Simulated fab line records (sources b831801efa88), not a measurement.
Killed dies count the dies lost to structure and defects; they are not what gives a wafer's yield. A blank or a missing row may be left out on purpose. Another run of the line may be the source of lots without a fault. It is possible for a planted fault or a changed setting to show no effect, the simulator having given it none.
fab line records | flow sky130 | part 2 of 2: steps 30 to 39 of 39
record lots=5 | wafers=15 | last-day=50
route steps=708 shown LI_CONTACT@363 LOCAL_INTERCONNECT@387
lots that met no fault: taken from a fault-free run of the same line
start-h: the number of hours between the record's first day and the start of the first shown wafer of the lot | wait-h: hours elapsed since this lot's preceding step | " identical to the entry in the row above | L1.1+2: one row covering several wafers at once | - no value, or no start given | * or withheld: withheld | < > ~ a bound
route shown NAME@n: NAME is a module with steps in the file, n the number in the route of the first one | usual: mean/standard deviation taken from wafers without a fault | same: alike in all rows | chamber/n: place in a boat | sites: each site's reading | _std_site: the standard deviation of these | _edge_site: outer sites' mean less inner sites' | radius-mm: how far each site lies from the wafer's centre | mask NAME#n: copy n | behind: tool/chamber where the wafer was last shaped | hold: why the lot was held/for how many hours/how that ended | device: the n, p or np transistor that did not switch | end of line: at the end of the route, the tests of the same wafers | for a step that has no rows: nothing shown but its recipe | killed: not the wafer's yield, but the dies lost to structure and defects at the first sort | map: shows each die of a wafer: x if killed, . if not, _ if none is there
set.NAME: the run value of the setting; set.NAME@STEP: its run value at that earlier step | model.NAME: the simulator's own value behind a step, which no gauge read
certain route steps with their lots: each step a table, each wafer a row
services: when a tool's chamber went out of use (start-h, in hours from the record's first day, below 0 if earlier), for how many hours, and the reason
## steps
# step SKY_LOCAL_INTERCONNECT_COAT_05
# recipe resist=BARC | temp-c=withheld | time-s=withheld | spin-rpm=3000 | resist-thk-nm=60
# usual spin-speed-rpm=2999.8/1.7
lot.wafer | tool           | chamber | start-h | wait-h | spin-speed-rpm
L074.3    | litho-track-03 | 0       | 673.86  | 0.1    | 2998.1
L074.5    | "              | 0       | "       | "      | 3000.4
L074.6    | "              | 0       | "       | "      | 2999.8
L087.2    | litho-track-04 | 0       | 816.06  | 0.1    | 3003.8
L087.3    | "              | 0       | "       | "      | 3001.3
L087.5    | "              | 0       | "       | "      | 2999.6
L091.1    | litho-track-04 | 0       | 823.98  | 0.1    | 2998.9
L091.3    | "              | 0       | "       | "      | 2994.3
L091.6    | "              | 0       | "       | "      | 3000.6
L093.2    | litho-track-03 | 0       | 839.99  | 0.1    | 2998.9
L093.3    | "              | 0       | "       | "      | 3000.5
L093.4    | "              | 0       | "       | "      | 2998.4
L094.2    | litho-track-04 | 0       | 850.71  | 0.1    | 2998.4
L094.5    | "              | 0       | "       | "      | 2998.5
L094.6    | "              | 0       | "       | "      | 2999.6
# step SKY_LOCAL_INTERCONNECT_COAT_06
# recipe resist=KrF-thick | spin-rpm=3000 | resist-thk-nm=450
# usual spin-speed-rpm=2999.9/2.1
lot.wafer | tool           | chamber | start-h | wait-h | spin-speed-rpm
L074.3    | litho-track-03 | 0       | -       | -      | 2999.8
L074.5    | "              | 0       | "       | "      | 3000.8
L074.6    | "              | 0       | "       | "      | 3000.7
L087.2    | litho-track-04 | 0       | -       | -      | 2999.7
L087.3    | "              | 0       | "       | "      | 2998.0
L087.5    | "              | 0       | "       | "      | 2999.8
L091.1    | litho-track-04 | 0       | -       | -      | 3002.2
L091.3    | "              | 0       | "       | "      | 2999.7
L091.6    | "              | 0       | "       | "      | 2999.0
L093.2    | litho-track-03 | 0       | -       | -      | 2999.6
L093.3    | "              | 0       | "       | "      | 2998.5
L093.4    | "              | 0       | "       | "      | 3000.3
L094.2    | litho-track-04 | 0       | -       | -      | 2997.6
L094.5    | "              | 0       | "       | "      | 2999.4
L094.6    | "              | 0       | "       | "      | 2997.4
# step SKY_LOCAL_INTERCONNECT_SOFTBAKE_07
# recipe temp-c=100 | time-s=90 | resist=KrF-thick
lot.wafer  | tool           | chamber | start-h | wait-h
L074.3+5+6 | litho-track-03 | 0       | -       | -
L087.2+3+5 | litho-track-04 | 0       | -       | -
L091.1+3+6 | litho-track-04 | 0       | -       | -
L093.2+3+4 | litho-track-03 | 0       | -       | -
L094.2+5+6 | litho-track-04 | 0       | -       | -
# step SKY_LOCAL_INTERCONNECT_EXPOSE_08
# recipe mask-id=LI1M | na=0.8 | source-shape=annular | sigma-inner=0.55 | sigma-outer=0.85 | target-cd-nm=170 | dose-mj=28
lot.wafer  | tool           | chamber | start-h | wait-h | mask
L074.3+5+6 | krf-scanner-01 | 0       | -       | -      | LI1M#0
L087.2+3+5 | krf-scanner-02 | 0       | -       | -      | LI1M#0
L091.1+3+6 | krf-scanner-02 | 0       | -       | -      | LI1M#0
L093.2+3+4 | krf-scanner-02 | 0       | -       | -      | LI1M#0
L094.2+5+6 | krf-scanner-01 | 0       | -       | -      | LI1M#0
# step SKY_LOCAL_INTERCONNECT_PEB_09
# recipe peb-temp-c=withheld | peb-time-s=withheld | resist=KrF-thick
lot.wafer  | tool           | chamber | start-h | wait-h
L074.3+5+6 | litho-track-04 | 0       | -       | -
L087.2+3+5 | litho-track-04 | 0       | -       | -
L091.1+3+6 | litho-track-03 | 0       | -       | -
L093.2+3+4 | litho-track-01 | 0       | -       | -
L094.2+5+6 | litho-track-01 | 0       | -       | -
# step SKY_LOCAL_INTERCONNECT_DEVELOP_10
# recipe develop-time-s=60 | resist=KrF-thick | dev-temp-c=21
lot.wafer  | tool           | chamber | start-h | wait-h
L074.3+5+6 | litho-track-04 | 0       | -       | -
L087.2+3+5 | litho-track-04 | 0       | -       | -
L091.1+3+6 | litho-track-03 | 0       | -       | -
L093.2+3+4 | litho-track-01 | 0       | -       | -
L094.2+5+6 | litho-track-01 | 0       | -       | -
# step SKY_LOCAL_INTERCONNECT_CD_MEAS_11
# recipe target-cd-nm=170
# usual cd-nm=169.8/1.6
lot.wafer | tool      | chamber | start-h | wait-h | cd-nm
L074.3    | cd-sem-02 | -       | 688.02  | -      | 172.0
L074.5    | "         | -       | "       | "      | 172.1
L074.6    | "         | -       | "       | "      | 172.8
L087.2    | cd-sem-02 | -       | 829.35  | -      | 167.9
L087.3    | "         | -       | "       | "      | 170.0
L087.5    | "         | -       | "       | "      | 167.7
L091.1    | cd-sem-02 | -       | 837.26  | -      | 169.1
L091.3    | "         | -       | "       | "      | 168.8
L091.6    | "         | -       | "       | "      | 168.3
L093.2    | cd-sem-01 | -       | 853.65  | -      | 168.6
L093.3    | "         | -       | "       | "      | 169.5
L093.4    | "         | -       | "       | "      | 170.2
L094.2    | cd-sem-02 | -       | 864.40  | -      | 173.3
L094.5    | "         | -       | "       | "      | 171.7
L094.6    | "         | -       | "       | "      | 173.5
# step SKY_LOCAL_INTERCONNECT_OVL_MEAS_12
# usual LOCAL_INTERCONNECT_OVL=-4/4.4
lot.wafer | tool       | chamber | start-h | wait-h | LOCAL_INTERCONNECT_OVL[nm]
L074.3    | overlay-02 | -       | 688.12  | 0.1    | -12
L074.5    | "          | -       | "       | "      | -8
L074.6    | "          | -       | "       | "      | -6
L087.2    | overlay-02 | -       | 829.46  | 0.1    | -5
L087.3    | "          | -       | "       | "      | -6
L087.5    | "          | -       | "       | "      | -4
L091.1    | overlay-02 | -       | 837.38  | 0.1    | -4
L091.3    | "          | -       | "       | "      | -6
L091.6    | "          | -       | "       | "      | 3
L093.2    | overlay-01 | -       | 853.76  | 0.1    | -3
L093.3    | "          | -       | "       | "      | -8
L093.4    | "          | -       | "       | "      | -5
L094.2    | overlay-01 | -       | 864.51  | 0.1    | -15
L094.5    | "          | -       | "       | "      | -10
L094.6    | "          | -       | "       | "      | -8
# step SKY_LOCAL_INTERCONNECT_ETCH_13
# recipe chemistry=N2/H2 | target=BARC | ion-energy-ev=200 | bias-w=100 | pressure-mtorr=30 | n2-flow-sccm=100 | h2-flow-sccm=200 | icp-w=500 | stop-on=SiO2 | time-s=45.9 | target-depth-a=600
# usual drypump-motor-current-A=6.1/0.44 | oes-product-au=0.854/0.0044 | throttle-valve-pct=13.224/0.0097
lot.wafer | tool         | chamber | start-h | wait-h | drypump-motor-current-A | oes-product-au | rf-hours-counter-h | throttle-valve-pct
L074.3    | rie-metal-04 | 1       | 688.16  | 0.0    | 6.6                     | 0.852          | -                  | 13.227
L074.5    | "            | 0       | "       | "      | 5.9                     | 0.849          | -                  | 13.221
L074.6    | "            | 1       | "       | "      | 6.6                     | 0.852          | -                  | 13.202
L087.2    | rie-metal-01 | 1       | 829.49  | 0.0    | 5.2                     | 0.861          | 1                  | 13.204
L087.3    | "            | 1       | "       | "      | 5.2                     | 0.844          | -                  | 13.236
L087.5    | "            | 1       | "       | "      | 5.2                     | 0.852          | -                  | 13.216
L091.1    | rie-metal-04 | 0       | 837.42  | 0.0    | 5.9                     | 0.856          | 16                 | 13.234
L091.3    | "            | 1       | "       | "      | 6.6                     | 0.856          | -                  | 13.212
L091.6    | "            | 1       | "       | "      | 6.5                     | 0.853          | -                  | 13.213
L093.2    | rie-metal-02 | 0       | 853.79  | 0.0    | 6.4                     | 0.855          | 8                  | 13.220
L093.3    | "            | 0       | "       | "      | 6.4                     | 0.860          | -                  | 13.228
L093.4    | "            | 1       | "       | "      | 6.1                     | 0.856          | -                  | 13.227
L094.2    | rie-metal-01 | 0       | 864.54  | 0.0    | 5.9                     | 0.859          | 5                  | 13.221
L094.5    | "            | 1       | "       | "      | 5.2                     | 0.847          | -                  | 13.246
L094.6    | "            | 0       | "       | "      | 5.9                     | 0.859          | -                  | 13.237
# step SKY_LOCAL_INTERCONNECT_METAL_ETCH_14
# recipe target-depth-nm=110 | stop-on=PSG | chemistry=Cl2/BCl3 | target=TiN | resist-sidewall-deg=88 | pressure-mtorr=10 | icp-w=900 | bias-w=48.5 | Cl2_flow_sccm=60 | bcl3-flow-sccm=30 | time-s=31.4
# usual drypump-motor-current-A=6.0/0.44 | oes-product-au=0.942/0.0072 | throttle-valve-pct=21.902/0.0095
lot.wafer | tool         | chamber | start-h | wait-h | drypump-motor-current-A | oes-product-au | rf-hours-counter-h | throttle-valve-pct
L074.3    | rie-metal-04 | 1       | 688.22  | 0.0    | 6.6                     | 0.929          | -                  | 21.915
L074.5    | "            | 0       | "       | "      | 5.8                     | 0.936          | -                  | 21.926
L074.6    | "            | 1       | "       | "      | 6.5                     | 0.946          | -                  | 21.906
L087.2    | rie-metal-01 | 1       | 829.55  | 0.0    | 5.2                     | 0.943          | 1                  | 21.914
L087.3    | "            | 1       | "       | "      | 5.2                     | 0.943          | -                  | 21.899
L087.5    | "            | 1       | "       | "      | 5.2                     | 0.944          | -                  | 21.902
L091.1    | rie-metal-04 | 0       | 837.48  | 0.0    | 5.9                     | 0.943          | 16                 | 21.897
L091.3    | "            | 1       | "       | "      | 6.5                     | 0.939          | -                  | 21.899
L091.6    | "            | 1       | "       | "      | 6.5                     | 0.933          | -                  | 21.882
L093.2    | rie-metal-02 | 0       | 853.85  | 0.0    | 6.4                     | 0.936          | 8                  | 21.897
L093.3    | "            | 0       | "       | "      | 6.4                     | 0.932          | -                  | 21.909
L093.4    | "            | 1       | "       | "      | 6.2                     | 0.934          | -                  | 21.913
L094.2    | rie-metal-01 | 0       | 864.60  | 0.0    | 5.9                     | 0.934          | 5                  | 21.892
L094.5    | "            | 1       | "       | "      | 5.2                     | 0.945          | -                  | 21.913
L094.6    | "            | 0       | "       | "      | 5.9                     | 0.933          | -                  | 21.890
## services
tool           | chamber | start-h | hours | kind
krf-scanner-02 | -       | 641.92  | 2.6   | repair
krf-scanner-02 | -       | 645.29  | 2.4   | repair
krf-scanner-02 | -       | 656.82  | 0.2   | repair
krf-scanner-02 | -       | 666.12  | 1.3   | pm
pvd-sputter-01 | -       | 668.58  | 0.7   | repair
krf-scanner-02 | -       | 685.46  | 0.8   | pm
krf-scanner-02 | -       | 688.79  | 1.0   | pm
pvd-sputter-03 | -       | 691.45  | 30.1  | repair
krf-scanner-02 | -       | 718.37  | 1.3   | repair
pvd-sputter-01 | -       | 729.11  | 5.1   | repair
cmp-01         | -       | 730.36  | 4.1   | pm
krf-scanner-01 | -       | 735.25  | 0.8   | pm
krf-scanner-01 | -       | 738.28  | 1.0   | pm
pvd-sputter-03 | -       | 756.71  | 6.4   | repair
pvd-sputter-03 | -       | 766.97  | 2.8   | repair
cmp-01         | -       | 768.11  | 5.6   | pm
krf-scanner-01 | -       | 774.68  | 1.3   | pm
cmp-01         | -       | 779.00  | 8.9   | pm
cmp-01         | -       | 790.10  | 0.9   | repair
cmp-01         | -       | 803.22  | 0.5   | repair
krf-scanner-02 | -       | 810.40  | 5.1   | repair
krf-scanner-01 | -       | 818.73  | 10.2  | repair
pvd-sputter-03 | -       | 824.89  | 4.6   | repair
krf-scanner-02 | -       | 828.93  | 3.6   | pm
